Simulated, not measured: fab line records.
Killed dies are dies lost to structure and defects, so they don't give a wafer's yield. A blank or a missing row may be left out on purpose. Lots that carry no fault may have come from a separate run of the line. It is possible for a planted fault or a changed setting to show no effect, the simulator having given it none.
One fault through the eyes of 2 desks	flow gf180mcu	every desk sees just its own numbers, and what lay behind them comes last

THE METROLOGY DESK
What the gauges read for every lot (on any tool): the sampled wafers with a number, averaged. The brackets show how far a lot's mean lies from the usual mean; more than 4 standard deviations puts the lot out of limits, marked OUT.
Columns: A = cdNm at GF_V3_CD_MEAS_14, usual 260.4 nm; B = V3_OVL at GF_V3_OVL_MEAS_15, usual -2 nm; C = V3_W_RS at GF_V3_RS_MEAS_24, usual 0.326 ohm/sq
lot	first seen here	A	B	C
L375	day 22 12:38	259.8	-1	0.325
L382	day 24 19:31	258.2	-5	0.323
L389	day 27 11:17	259.6	2	0.317
L390	day 27 12:20	261.6	-7	0.320
L392	day 28 02:20	259.8	-8	0.325
L396	day 29 07:40	260.5	-1	0.326
This desk found nothing out of limits on any of the 6 lots.

THE TOOL OWNER'S DESK: cvdW-01
The tool's own readings at GF_V3_CVD_23 (deposits W, target thk 350 nm, time 104.9 s): means of the sampled wafers that have a number, for each lot that ran on this tool. The brackets show how far a lot's mean lies from the usual mean; more than 4 standard deviations puts the lot out of limits, marked OUT.
Columns: A = chamberPressureTorr at GF_V3_CVD_23, usual 40.01 Torr; B = heaterPowerOuterW at GF_V3_CVD_23, usual 568 W; C = heaterPowerW at GF_V3_CVD_23, usual 908 W
lot	first seen here	A	B	C
L375	day 22 13:34	40.03	645	992
L389	day 27 12:18	41.32 (+17) OUT	669	1068
L390	day 27 13:14	41.31 (+16) OUT	656	1020
This desk finds L389, L390 out of limits, L389 being first, at day 27 12:18 (chamberPressureTorr at GF_V3_CVD_23). In limits: L375.

PUT TOGETHER
The tool owner's desk had the chance to raise an alarm at day 27 12:18 on L389, L390.
At the metrology desk, nothing out of limits was observed.
The metrology desk holds a record of L389, L390, inside its limits.
GF_V3_CVD_23 was run on cvdW-01 by each of the lots named.

WHAT THE SIMULATOR PUT IN
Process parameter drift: cvdW-01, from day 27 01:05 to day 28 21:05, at GF_V3_CVD_23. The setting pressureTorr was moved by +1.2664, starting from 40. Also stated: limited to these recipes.
Shown lots that were struck: L389, L390.
Delay in hours, fault start to first out-of-limits reading, by desk: the tool owner's desk at 11.
